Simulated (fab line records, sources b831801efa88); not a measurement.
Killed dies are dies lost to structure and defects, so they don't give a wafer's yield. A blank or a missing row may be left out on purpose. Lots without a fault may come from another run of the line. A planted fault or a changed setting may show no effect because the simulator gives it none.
fab line records | flow sky130
record lots=7 wafers=21 last_day=50
route steps=708 shown VIA1@475 METAL2@483
lots that met no fault: from a run of the same line without faults
start_h: hours from the record's first day to the start of the lot's first wafer shown | wait_h: hours since the lot's step before | " the same as in the row above | L1.1+2: a row that stands for several wafers | - no value, or no start given | * or withheld: withheld | < > ~ a bound
route shown NAME@n: a module of which the file shows steps, and the number in the route of the first | usual: mean/standard deviation of fault-free wafers | same: alike in all rows | chamber/n: place in a boat | sites: the reading at each site | _std_site: their standard deviation | _edge_site: outer sites' mean less inner sites' | radius_mm: how far each site lies from the wafer's centre | mask NAME#n: copy n | behind: the tool/chamber that last shaped the wafer | hold: why the lot was held/for how many hours/how that ended | device: the transistor (n, p or np) that didn't switch | end of line: the same wafers' tests at the end of the route | a step without rows: its recipe alone | killed: dies lost to structure and defects at the first sort, not the wafer's yield | map: a wafer's dies, x killed, . not, _ none there
set.NAME: the setting as run; set.NAME@STEP: as run at that earlier step | model.NAME: the simulator's own value behind a step, which no gauge read
lots at some steps of the route; a table a step, a row a wafer
services: from which hour (start_h, from the record's first day; less than 0 if before it) a tool's chamber was out of use, for how many hours, and why
## steps
# step SKY_VIA1_STRIP_17
# recipe chemistry=post_etch_residue_remover time_s=1200 temp_c=72.5
# step SKY_VIA1_CLEAN_18
# recipe chemistry=IPA time_s=180 temp_c=25
# step SKY_VIA1_CLEAN_19
# recipe chemistry=O3/DIW dry=n2_spin
# step SKY_VIA1_SPUTTER_20
# recipe material=TiN target_thk_nm=20 chamber_pressure_pa=5 power_w=4000 time_s=80
# usual cathode_dc_power_W=4000.0/0.64 chamber_pressure_pa=5.000/0.011 throttle_valve_pct=30.1/0.81
# columns lot.wafer tool chamber start_h wait_h cathode_dc_power_W chamber_pressure_pa throttle_valve_pct
L435.1 pvd_sputter-03 - 881.46 0.0 4000.6 5.010 29.0
L435.2 " - " " 4000.7 5.021 30.1
L435.4 " - " " 3999.1 5.016 30.4
L441.2 pvd_sputter-01 - 920.97 0.0 3999.8 5.003 28.2
L441.5 " - " " 3999.4 4.996 31.1
L441.6 " - " " 4000.5 4.994 28.3
L442.1 pvd_sputter-03 - 928.88 0.0 3999.5 5.005 28.9
L442.2 " - " " 4000.1 4.989 30.4
L442.5 " - " " 3999.3 5.006 29.9
L443.3 pvd_sputter-01 - 943.23 0.0 4000.7 5.009 31.2
L443.4 " - " " 4000.1 5.007 28.7
L443.6 " - " " 4001.6 5.005 30.8
L444.1 pvd_sputter-03 - 944.98 0.0 3999.7 4.988 29.6
L444.2 " - " " 4000.7 4.994 30.2
L444.3 " - " " 4000.4 4.996 30.5
L445.2 pvd_sputter-02 - 946.08 0.0 4000.9 5.008 30.1
L445.4 " - " " 4000.8 5.004 30.3
L445.6 " - " " 3999.7 5.012 30.3
L447.1 pvd_sputter-02 - 964.19 0.0 4000.9 4.994 30.0
L447.4 " - " " 4000.1 4.995 30.9
L447.6 " - " " 4000.8 4.991 29.8
# step SKY_VIA1_CVD_21
# recipe material=W target_thk_nm=270 time_s=80.902 temp_c=400 pressure_torr=40
# step SKY_VIA1_RS_MEAS_22
# recipe thk_meas_gauge=four-point-probe reads=W_of_VIA1_CVD_21+TiN_of_VIA1_SPUTTER_20
# usual VIA1_W_RS=0.422/0.006
# columns lot.wafer tool chamber start_h wait_h VIA1_W_RS[ohm/sq]
L435.1 film_metro-01 - 881.62 0.1 0.421
L435.2 " - " " 0.414
L435.4 " - " " 0.416
L441.2 film_metro-01 - 921.14 0.1 0.426
L441.5 " - " " 0.414
L441.6 " - " " 0.423
L442.1 film_metro-01 - 929.03 0.1 0.424
L442.2 " - " " 0.413
L442.5 " - " " 0.427
L443.3 film_metro-01 - 943.51 0.1 0.425
L443.4 " - " " 0.419
L443.6 " - " " 0.422
L444.1 film_metro-03 - 945.23 0.2 0.427
L444.2 " - " " 0.426
L444.3 " - " " 0.427
L445.2 film_metro-02 - 946.35 0.1 0.428
L445.4 " - " " 0.426
L445.6 " - " " 0.428
L447.1 film_metro-02 - 964.34 0.1 0.428
L447.4 " - " " 0.427
L447.6 " - " " 0.415
# step SKY_VIA1_THK_MEAS_23
# recipe thk_meas_gauge=xrf reads=W_of_VIA1_CVD_21
# usual VIA1_W_THK=276/4.2
# columns lot.wafer tool chamber start_h wait_h VIA1_W_THK[nm]
L435.1 film_metro-01 - 881.74 0.1 277
L435.2 " - " " 280
L435.4 " - " " 282
L441.2 film_metro-01 - 921.25 0.1 274
L441.5 " - " " 283
L441.6 " - " " 274
L442.1 film_metro-01 - 929.15 0.1 275
L442.2 " - " " 282
L442.5 " - " " 272
L443.3 film_metro-01 - 943.61 0.1 273
L443.4 " - " " 276
L443.6 " - " " 273
L444.1 film_metro-03 - 945.35 0.1 271
L444.2 " - " " 274
L444.3 " - " " 272
L445.2 film_metro-02 - 946.46 0.1 271
L445.4 " - " " 273
L445.6 " - " " 273
L447.1 film_metro-02 - 964.46 0.1 273
L447.4 " - " " 273
L447.6 " - " " 284
# step SKY_VIA1_CMP_24
# recipe stop_on=SiO2 t_overpolish_s=15 down_force_psi=3.5 platen_rpm=60 target_thk_nm=0 pad_velocity_m_s=0.94248
# usual motor_current_A=10.9/1.2 overpolish_run_s=14.999/0.0094 time_to_endpoint_s=66/3
# columns lot.wafer tool chamber start_h wait_h motor_current_A overpolish_run_s time_to_endpoint_s
L435.1 cmp-01 3 882.16 0.4 10.7 15.006 61
L435.4 " 1 " " 10.0 15.011 66
L435.2 " 2 " " 12.9 14.988 65
L441.2 cmp-02 0 921.35 0.1 10.9 14.985 64
L441.5 " 3 " " 9.0 14.989 67
L441.6 " 0 " " 10.5 14.988 69
L442.1 cmp-01 1 929.21 0.1 10.0 14.991 60
L442.2 " 3 " " 11.5 14.995 62
L442.5 " 2 " " 12.9 15.002 59
L443.3 cmp-01 2 943.70 0.1 13.6 14.994 61
L443.4 " 0 " " 9.7 15.010 66
L443.6 " 2 " " 13.7 14.999 61
L444.2 cmp-01 2 945.46 0.1 12.9 15.003 63
L444.3 " 3 " " 10.9 15.003 61
L444.1 " 0 " " 10.5 15.006 65
L445.2 cmp-02 2 946.56 0.1 10.2 14.972 68
L445.4 " 3 " " 9.5 15.004 66
L445.6 " 2 " " 10.1 15.004 69
L447.4 cmp-02 2 964.88 0.4 10.9 15.002 67
L447.1 " 3 " " 9.6 14.993 67
L447.6 " 0 " " 10.1 15.001 69
# step SKY_METAL2_SPUTTER_00
# recipe material=Ti target_thk_nm=15 power_w=3000 time_s=10 chamber_pressure_pa=0.4
# usual cathode_dc_power_W=3000.0/0.65 chamber_pressure_pa=0.4000/0.00079 throttle_valve_pct=30.0/0.84
# columns lot.wafer tool chamber start_h wait_h cathode_dc_power_W chamber_pressure_pa throttle_valve_pct
L435.1 pvd_sputter-03 - 882.46 0.2 2999.9 0.4000 30.3
L435.2 " - " " 2998.9 0.4003 28.9
L435.4 " - " " 2998.3 0.4010 29.3
L441.2 pvd_sputter-03 - 921.60 0.2 2999.4 0.3971 29.5
L441.5 " - " " 3000.5 0.3998 30.4
L441.6 " - " " 3000.6 0.4000 29.7
L442.1 pvd_sputter-01 - 929.51 0.2 2999.9 0.4009 31.0
L442.2 " - " " 3000.3 0.3991 28.6
L442.5 " - " " 2999.9 0.4006 30.6
L443.3 pvd_sputter-03 - 943.95 0.2 3000.8 0.3998 30.3
L443.4 " - " " 2999.7 0.4001 30.3
L443.6 " - " " 3001.4 0.3994 29.9
L444.1 pvd_sputter-01 - 945.71 0.1 3000.9 0.3997 30.9
L444.2 " - " " 2999.1 0.3996 28.6
L444.3 " - " " 3000.9 0.3987 30.5
L445.2 pvd_sputter-04 - 946.81 0.2 2999.6 0.4011 31.0
L445.4 " - " " 2999.0 0.4008 29.4
L445.6 " - " " 3000.0 0.4017 31.2
L447.1 pvd_sputter-03 - 965.08 0.1 3000.0 0.3997 30.3
L447.4 " - " " 3000.0 0.3993 30.1
L447.6 " - " " 2999.6 0.4005 29.1
# step SKY_METAL2_SPUTTER_01
# recipe material=TiN target_thk_nm=20 power_w=6500 time_s=16.7 chamber_pressure_pa=0.4
# usual cathode_dc_power_W=6500.2/1.2 chamber_pressure_pa=0.3999/0.00077 throttle_valve_pct=30.0/0.86
# columns lot.wafer tool chamber start_h wait_h cathode_dc_power_W chamber_pressure_pa throttle_valve_pct
L435.1 pvd_sputter-03 - 882.48 0.0 6499.4 0.4004 30.3
L435.2 " - " " 6500.4 0.3998 29.1
L435.4 " - " " 6499.8 0.4015 29.7
L441.2 pvd_sputter-03 - 921.62 0.0 6499.9 0.3999 29.5
L441.5 " - " " 6500.5 0.4000 30.3
L441.6 " - " " 6501.7 0.3992 29.6
L442.1 pvd_sputter-01 - 929.54 0.0 6499.7 0.4004 31.1
L442.2 " - " " 6503.2 0.3994 28.6
L442.5 " - " " 6497.5 0.3993 30.6
L443.3 pvd_sputter-03 - 943.98 0.0 6500.6 0.3998 30.5
L443.4 " - " " 6500.0 0.4003 30.1
L443.6 " - " " 6499.3 0.4007 29.8
L444.1 pvd_sputter-01 - 945.73 0.0 6500.4 0.4003 31.0
L444.2 " - " " 6500.7 0.4002 28.8
L444.3 " - " " 6499.7 0.4006 30.3
L445.2 pvd_sputter-04 - 946.83 0.0 6497.2 0.3998 30.7
L445.4 " - " " 6500.3 0.4010 29.5
L445.6 " - " " 6498.4 0.4009 31.0
L447.1 pvd_sputter-03 - 965.11 0.0 6500.1 0.3995 30.5
L447.4 " - " " 6499.4 0.3994 30.3
L447.6 " - " " 6500.8 0.3986 29.2
# step SKY_METAL2_SPUTTER_02
# recipe material=AlCu target_thk_nm=250 power_w=10600 time_s=13.3 chamber_pressure_pa=0.4
# usual cathode_dc_power_W=10600/1.8 chamber_pressure_pa=0.4000/0.00088 throttle_valve_pct=30.0/0.84
# columns lot.wafer tool chamber start_h wait_h cathode_dc_power_W chamber_pressure_pa throttle_valve_pct
L435.1 pvd_sputter-03 - 882.51 0.0 10598 0.3988 30.3
L435.2 " - " " 10600 0.3988 29.0
L435.4 " - " " 10597 0.3984 30.0
L441.2 pvd_sputter-03 - 921.65 0.0 10603 0.3994 29.6
L441.5 " - " " 10599 0.3987 30.1
L441.6 " - " " 10597 0.4002 29.7
L442.1 pvd_sputter-01 - 929.56 0.0 10602 0.3997 31.2
L442.2 " - " " 10599 0.4008 28.9
L442.5 " - " " 10601 0.4008 30.1
L443.3 pvd_sputter-03 - 944.00 0.0 10600 0.3999 30.4
L443.4 " - " " 10600 0.4005 30.4
L443.6 " - " " 10600 0.4007 30.2
L444.1 pvd_sputter-01 - 945.76 0.0 10600 0.4019 30.9
L444.2 " - " " 10601 0.3998 28.5
L444.3 " - " " 10599 0.3980 30.0
L445.2 pvd_sputter-04 - 946.86 0.0 10600 0.3992 30.8
L445.4 " - " " 10597 0.4008 29.5
L445.6 " - " " 10600 0.4006 31.3
L447.1 pvd_sputter-03 - 965.13 0.0 10603 0.4002 30.3
L447.4 " - " " 10602 0.3994 30.0
L447.6 " - " " 10598 0.4005 29.0
# step SKY_METAL2_SPUTTER_03
# recipe material=Ti target_thk_nm=5 power_w=3000 time_s=3.3 chamber_pressure_pa=0.4
# step SKY_METAL2_SPUTTER_04
# recipe material=TiN target_thk_nm=70 power_w=6500 time_s=58.3 chamber_pressure_pa=0.4
# usual cathode_dc_power_W=6500.0/1.2 chamber_pressure_pa=0.4000/0.00079 throttle_valve_pct=30.0/0.83
# columns lot.wafer tool chamber start_h wait_h cathode_dc_power_W chamber_pressure_pa throttle_valve_pct
L435.1 pvd_sputter-03 - 882.55 0.0 6501.4 0.3986 30.4
L435.2 " - " " 6498.5 0.4004 29.0
L435.4 " - " " 6499.5 0.3990 29.7
L441.2 pvd_sputter-03 - 921.69 0.0 - - -
L441.5 " - " " - - -
L441.6 " - " " - - -
L442.1 pvd_sputter-01 - 929.60 0.0 - - -
L442.2 " - " " - - -
L442.5 " - " " - - -
L443.3 pvd_sputter-03 - 944.04 0.0 - - -
L443.4 " - " " - - -
L443.6 " - " " - - -
L444.1 pvd_sputter-01 - 945.80 0.0 6500.5 0.4013 31.1
L444.2 " - " " 6500.3 0.4009 28.5
L444.3 " - " " 6499.0 0.3990 30.5
L445.2 pvd_sputter-04 - 946.90 0.0 6501.0 0.4002 30.8
L445.4 " - " " 6499.3 0.3999 29.5
L445.6 " - " " 6500.9 0.3989 31.0
L447.1 pvd_sputter-03 - 965.18 0.0 6501.5 0.3997 30.3
L447.4 " - " " 6500.3 0.4010 30.2
L447.6 " - " " 6499.7 0.4000 29.1
# step SKY_METAL2_THK_MEAS_06
# recipe thk_meas_gauge=xrf reads=AlCu_of_METAL2_SPUTTER_02
# usual METAL2_ALCU_THK=253/3.2
# columns lot.wafer tool chamber start_h wait_h hold METAL2_ALCU_THK[nm]
L435.1 film_metro-04 - 882.72 0.1 - 256
L435.2 " - " " - 255
L435.4 " - " " - 257
L441.2 film_metro-01 - 924.56 2.5 await_dispo/0.2h/release 287
L441.5 " - " " await_dispo/0.2h/release 288
L441.6 " - " " await_dispo/0.2h/release 288
L441.2 film_metro-01 - 924.80 0.2 - 286
L441.5 " - " " - 289
L441.6 " - " " - 289
L442.1 film_metro-02 - 931.31 1.3 await_dispo/0.2h/release 288
L442.2 " - " " await_dispo/0.2h/release 288
L442.5 " - " " await_dispo/0.2h/release 292
L442.1 film_metro-02 - 931.53 0.2 - 287
L442.2 " - " " - 290
L442.5 " - " " - 292
L443.3 film_metro-02 - 945.70 1.2 await_dispo/0.2h/release 291
L443.4 " - " " await_dispo/0.2h/release 290
L443.6 " - " " await_dispo/0.2h/release 293
L443.3 film_metro-02 - 945.92 0.2 - 291
L443.4 " - " " - 288
L443.6 " - " " - 292
L444.1 film_metro-01 - 945.97 0.1 - 251
L444.2 " - " " - 252
L444.3 " - " " - 253
L445.2 film_metro-01 - 947.08 0.1 - 251
L445.4 " - " " - 253
L445.6 " - " " - 251
L447.1 film_metro-04 - 965.34 0.1 - 255
L447.4 " - " " - 255
L447.6 " - " " - 259
## services
# columns tool chamber start_h hours kind
cmp-02 - 862.43 21.5 repair
pvd_sputter-01 - 866.11 1.0 repair
pvd_sputter-01 - 878.48 3.2 repair
cmp-01 - 883.16 2.1 repair
pvd_sputter-01 - 884.99 2.4 repair
cmp-02 - 894.13 1.2 repair
pvd_sputter-02 0 894.35 - consumable_replace:kit
pvd_sputter-02 0 894.35 18.0 scheduled_down
pvd_sputter-02 0 894.35 18.0 vent_cycle
cmp-01 - 900.75 5.7 repair
cmp-02 - 905.50 1.2 repair
cmp-02 - 910.89 6.7 repair
cmp-01 - 912.45 4.0 pm
cmp-01 - 916.45 - consumable_replace:conditioner
cmp-01 - 916.45 - consumable_replace:pad
cmp-01 - 920.24 1.6 repair
cmp-01 - 952.05 1.2 repair
pvd_sputter-04 3 955.63 - consumable_replace:kit
pvd_sputter-04 3 955.63 18.0 scheduled_down
pvd_sputter-04 3 955.63 18.0 vent_cycle
pvd_sputter-03 0 964.50 - consumable_replace:kit
pvd_sputter-03 0 964.50 18.0 scheduled_down
pvd_sputter-03 0 964.50 18.0 vent_cycle
## key
first_sign step=SKY_METAL2_SPUTTER_04 reading=tool_record direction=missing
effect step=SKY_METAL2_THK_MEAS_06 reading=visit direction=added
effect step=SKY_METAL2_THK_MEAS_06 reading=METAL2_ALCU_THK direction=up sigmas=12 usual=253 struck=290
met_at SKY_METAL2_SPUTTER_04
struck_wafers L441.2,L441.5,L441.6,L442.1,L442.2,L442.5,L443.3,L443.4,L443.6
later_rows_left_out L441.2,L441.5,L441.6,L442.1,L442.2,L442.5,L443.3,L443.4,L443.6
sort_left_out L441.2,L441.5,L441.6,L442.1,L442.2,L442.5,L443.3,L443.4,L443.6
onset_between 882.55 921.69
fault kind=skipped_step_whole tool=pvd_sputter-01,pvd_sputter-03 chamber=- onset_h=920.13 steps=SKY_METAL2_SPUTTER_04 scope=struck_lots_only
# sort_left_out: the simulated sort isn't trusted on such a fault, so these wafers' sort isn't shown, and their yield isn't known
# later_rows_left_out: the simulator's readings of these wafers behind a module that went badly wrong aren't trusted and aren't shown, but for the sort
